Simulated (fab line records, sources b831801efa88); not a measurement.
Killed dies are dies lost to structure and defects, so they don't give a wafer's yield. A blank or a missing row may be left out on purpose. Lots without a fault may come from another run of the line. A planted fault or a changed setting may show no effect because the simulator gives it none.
Which tool did it? | flow gf180mcu | 13 lots, 38 wafers sampled, at 5 steps of a route of 602

WHAT THE GAUGES READ, wafer by wafer
GF_HV_LDD_CD_MEAS_19: target cd 400 nm.
lot  | measured     | on        | cd_nm (nm)
L167 | day 10 19:01 | cd_sem-02 | 403.7 402.6 402.4
L168 | day 11 02:12 | cd_sem-01 | 393.8 396.9 398.6
L169 | day 11 08:46 | cd_sem-02 | 402.7 402.0 400.5
L170 | day 11 12:40 | cd_sem-02 | 402.1 402.0 400.6
L171 | day 12 00:43 | cd_sem-02 | 402.4 401.3 401.7
L172 | day 12 10:40 | cd_sem-01 | 403.3 400.9 401.5
L173 | day 12 12:39 | cd_sem-02 | 398.8 400.5 400.4
L178 | day 14 06:13 | cd_sem-02 | 401.5 399.4
L180 | day 14 19:52 | cd_sem-02 | 400.5 399.9 401.7
L184 | day 15 23:32 | cd_sem-02 | 403.6 404.1 405.6
L187 | day 17 05:52 | cd_sem-02 | 402.9 404.4 405.2
L189 | day 17 15:53 | cd_sem-02 | 399.2 401.5 400.4
L190 | day 18 01:39 | cd_sem-01 | 399.7 401.3 399.8

GF_HV_LDD_OVL_MEAS_20.
lot  | measured     | on         | HV_LDD_01_OVL (nm)
L167 | day 10 19:08 | overlay-01 | 0.8 -2.5 -0.3
L168 | day 11 02:17 | overlay-01 | -1.1 -0.2 -1.9
L169 | day 11 08:53 | overlay-02 | -0.2 0.7 0.8
L170 | day 11 12:47 | overlay-01 | -0.5 -1.3 0.2
L171 | day 12 00:50 | overlay-01 | -1.1 -0.8 -0.2
L172 | day 12 10:47 | overlay-01 | 0.4 -0.2 -1.6
L173 | day 12 12:45 | overlay-01 | -1.2 -1.6 -2.2
L178 | day 14 06:20 | overlay-02 | 0.5 -0.3
L180 | day 14 19:59 | overlay-02 | 2.9 1.5 2.4
L184 | day 15 23:38 | overlay-01 | 0.1 -0.7 -0.5
L187 | day 17 05:59 | overlay-02 | -2.0 -2.5 -2.8
L189 | day 17 16:00 | overlay-02 | 0.3 -1.4 -0.8
L190 | day 18 01:44 | overlay-02 | 0.6 -0.5 1.4

GF_PSD_RS_MEAS_14: measures by four-point-probe.
lot  | measured     | on            | NSD_RS (ohm/sq)
L167 | day 14 06:10 | film_metro-03 | 46.19 46.04 46.12
L168 | day 14 15:15 | film_metro-03 | 46.09 46.14 46.22
L169 | day 14 23:31 | film_metro-04 | 46.12 45.99 46.07
L170 | day 15 07:01 | film_metro-04 | 45.95 46.10 45.93
L171 | day 15 16:19 | film_metro-03 | 46.29 46.14 46.16
L172 | day 16 02:22 | film_metro-01 | 45.97 46.09 46.00
L173 | day 16 04:55 | film_metro-01 | 46.29 46.29 46.14
L178 | day 18 02:52 | film_metro-03 | 46.07 47.96
L180 | day 18 20:25 | film_metro-01 | 46.06 47.81 46.06
L184 | day 20 01:17 | film_metro-03 | 46.18 46.20 46.25
L187 | day 21 09:43 | film_metro-04 | 46.07 46.02 46.04
L189 | day 21 21:31 | film_metro-04 | 46.12 46.07 46.33
L190 | day 22 05:49 | film_metro-03 | 46.06 46.06 46.08

GF_PSD_RS_MEAS_15: measures by four-point-probe.
lot  | measured     | on            | PSD_RS (ohm/sq)
L167 | day 14 06:17 | film_metro-03 | 108.59 108.56 108.62
L168 | day 14 15:22 | film_metro-03 | 108.42 108.17 108.30
L169 | day 14 23:38 | film_metro-04 | 108.50 108.13 108.27
L170 | day 15 07:08 | film_metro-04 | 108.46 108.40 107.92
L171 | day 15 16:26 | film_metro-03 | 109.29 109.25 109.01
L172 | day 16 02:29 | film_metro-01 | 108.42 108.53 108.40
L173 | day 16 05:02 | film_metro-01 | 108.81 108.76 108.73
L178 | day 18 02:59 | film_metro-03 | 108.73 113.66
L180 | day 18 20:32 | film_metro-01 | 108.24 113.64 108.61
L184 | day 20 01:24 | film_metro-03 | 108.42 108.85 108.27
L187 | day 21 09:50 | film_metro-04 | 108.30 108.11 108.41
L189 | day 21 21:38 | film_metro-04 | 108.67 108.67 109.23
L190 | day 22 05:56 | film_metro-03 | 108.38 108.57 108.32

WHICH TOOL RAN EACH LOT (tool, then ch and the chambers of the sampled wafers, then the start)
lot  | GF_PSD_RTA_13
L167 | rtp_anneal-02 ch 0, day 14 06:05
L168 | rtp_anneal-01 ch 0, day 14 15:10
L169 | rtp_anneal-02 ch 0, day 14 23:26
L170 | rtp_anneal-02 ch 0, day 15 06:56
L171 | rtp_anneal-01 ch 0, day 15 16:14
L172 | rtp_anneal-02 ch 0, day 16 02:17
L173 | rtp_anneal-02 ch 0, day 16 04:49
L178 | rtp_anneal-01 ch 0, day 18 02:46
L180 | rtp_anneal-01 ch 0, day 18 20:20
L184 | rtp_anneal-02 ch 0, day 20 01:11
L187 | rtp_anneal-02 ch 0, day 21 09:38
L189 | rtp_anneal-02 ch 0, day 21 21:26
L190 | rtp_anneal-02 ch 0, day 22 05:43
- GF_PSD_RTA_13: time 20 s.

WHAT THE TOOLS THEMSELVES READ (means of the sampled wafers that have a number; where no wafer has one, the mark that the record gives instead)
GF_PSD_RTA_13.
lot  | tool          | lamp_power_pct (%) | run_length_s (s) | wafer_temp_C_max
L167 | rtp_anneal-02 | 32.0               | 48.4             | 1029.1
L168 | rtp_anneal-01 | 38.0               | 48.9             | 1028.1
L169 | rtp_anneal-02 | 32.1               | 48.6             | 1029.1
L170 | rtp_anneal-02 | 32.1               | 48.3             | 1029.4
L171 | rtp_anneal-01 | 38.1               | 48.9             | 1028.2
L172 | rtp_anneal-02 | 32.1               | 48.4             | 1029.2
L173 | rtp_anneal-02 | 32.0               | 48.3             | 1029.8
L178 | rtp_anneal-01 | 38.0               | 45.5             | 1028.6
L180 | rtp_anneal-01 | 38.0               | 46.6             | 1028.8
L184 | rtp_anneal-02 | 32.0               | 48.2             | 1029.2
L187 | rtp_anneal-02 | 32.0               | 48.2             | 1030.2
L189 | rtp_anneal-02 | 32.0               | 48.3             | 1028.4
L190 | rtp_anneal-02 | 32.1               | 48.4             | 1029.0

THE ANSWER, worked out from the rows above alone
Rule: what is usual is taken from the lots themselves. Put in order of their means at a reading, lots are off if they are a third of the lots or fewer, leave a main group of 4 or more, and stand apart from it by a gap of 3 or more times the standard deviation of the main group's means; of several such gaps the widest counts. A main group whose means are all the same, to the digits that the tables above print for the reading, isn't used. A lot without any number at a reading at which 4 lots or more have one is off too. The other lots that the step has rows for count as sound. The gauges are gone through in route order, then the tools' own readings, and for those a lot's mean is taken as printed above. The first step at which some lot is off is used, and at that step the reading that is off furthest; a lot without a number counts as furthest.
Off: L178, L180, at GF_PSD_RS_MEAS_14 (NSD_RS). The main group: mean 46.12 ohm/sq, standard deviation 0.08.
A tool fits if, at a process step before that reading, it ran every lot that is off, and no sound lot after the first of them. The gauges at GF_PSD_RS_MEAS_14 aren't tried: what is off there is off at GF_PSD_RTA_13 too, on other tools, and a gauge's error can't cause that. One fits: rtp_anneal-01 at GF_PSD_RTA_13. Its last sound lot is L171 (day 15 16:14), its first lot that is off L178 (day 18 02:46): a fault that began between those two fits.
The tool's own readings at GF_PSD_RTA_13 bear it out: on the lots that are off they differ by more than 5 times the standard deviation of the sound lots' means. run_length_s reads 46.0 s there against 48.4 s on the sound lots.

WHAT THE SIMULATOR HAD PUT IN
Process parameter drift: rtp_anneal-01, from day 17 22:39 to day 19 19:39, at GF_PSD_RTA_13. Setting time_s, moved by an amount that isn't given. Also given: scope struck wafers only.
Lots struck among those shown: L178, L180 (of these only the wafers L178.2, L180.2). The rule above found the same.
